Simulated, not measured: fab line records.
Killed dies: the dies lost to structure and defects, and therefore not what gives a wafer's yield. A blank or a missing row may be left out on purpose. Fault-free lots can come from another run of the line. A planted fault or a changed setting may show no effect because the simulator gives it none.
Which tool was responsible? + flow sky130 + 12 lots, 36 wafers sampled, at 3 steps of a route of 708

== WHAT EACH GAUGE READ, for each wafer ==
SKY_METAL2_OVL_MEAS_16.
| lot  | measured     | on         | METAL2_OVL (nm) |
|------|--------------|------------|-----------------|
| L075 | day 36 11:59 | overlay-02 | -8 -3 -5        |
| L077 | day 37 02:55 | overlay-02 | 0 2 8           |
| L079 | day 37 12:14 | overlay-01 | -7 -3 -6        |
| L081 | day 38 10:56 | overlay-02 | 3 5 -6          |
| L083 | day 39 01:14 | overlay-02 | -6 -5 0         |
| L085 | day 39 14:29 | overlay-01 | 4 3 4           |
| L087 | day 39 23:59 | overlay-02 | 2 -5 10         |
| L089 | day 40 17:08 | overlay-02 | -3 0 -2         |
| L091 | day 41 11:13 | overlay-01 | -3 5 -6         |
| L093 | day 41 17:34 | overlay-01 | 4 3 9           |
| L095 | day 42 09:49 | overlay-01 | 2 3 -2          |
| L097 | day 42 15:20 | overlay-01 | 5 4 9           |

== TOOL THAT RAN EACH LOT (tool first, then ch and the chambers of the sampled wafers, then the start) ==
| lot  | SKY_LOCAL_INTERCONNECT_SPUTTER_00 | SKY_VIA1_CMP_02               |
|------|-----------------------------------|-------------------------------|
| L075 | pvd-sputter-02, day 30 10:07      | cmp-02 ch 0,1,3, day 34 03:04 |
| L077 | pvd-sputter-04, day 31 03:23      | cmp-01 ch 0,1,2, day 34 19:57 |
| L079 | pvd-sputter-04, day 31 14:19      | cmp-01 ch 2,3, day 35 04:53   |
| L081 | pvd-sputter-03, day 32 13:37      | cmp-01 ch 0,1, day 36 03:46   |
| L083 | pvd-sputter-03, day 33 03:33      | cmp-01 ch 1,2,3, day 36 18:07 |
| L085 | pvd-sputter-04, day 33 19:35      | cmp-01 ch 0,1,2, day 37 08:29 |
| L087 | pvd-sputter-04, day 34 06:22      | cmp-02 ch 0,1,2, day 37 18:55 |
| L089 | pvd-sputter-03, day 34 23:41      | cmp-02 ch 0,3, day 38 13:04   |
| L091 | pvd-sputter-04, day 35 17:13      | cmp-01 ch 0,1,2, day 39 05:59 |
| L093 | pvd-sputter-03, day 36 01:37      | cmp-01 ch 0,2,3, day 39 13:02 |
| L095 | pvd-sputter-04, day 36 20:34      | cmp-02 ch 2,3, day 40 07:07   |
| L097 | pvd-sputter-04, day 37 01:16      | cmp-01 ch 1,2, day 40 12:07   |
- SKY_LOCAL_INTERCONNECT_SPUTTER_00: material TiN, target thk 100 nm, time 83.3 s.
- SKY_VIA1_CMP_02: polishes SiO2.

== THE ANSWER, worked out from the rows above alone ==
Rule: what is usual is taken from the lots themselves. The widest of any qualifying gaps counts: lots, ordered by their means at a reading, are off when they make up no more than a third of the lots, leave a main group of 4 or more, and stand apart from it by 3 or more times the standard deviation of that group's means. A main group whose means are all the same, to the digits that the tables above print for the reading, isn't used. Also off: a lot with no number at a reading for which 4 or more lots have one. The other lots that the step has rows for count as sound.
No lot is off at any reading shown: from this, nothing can be told.

== WHAT THE SIMULATOR HAD INSERTED ==
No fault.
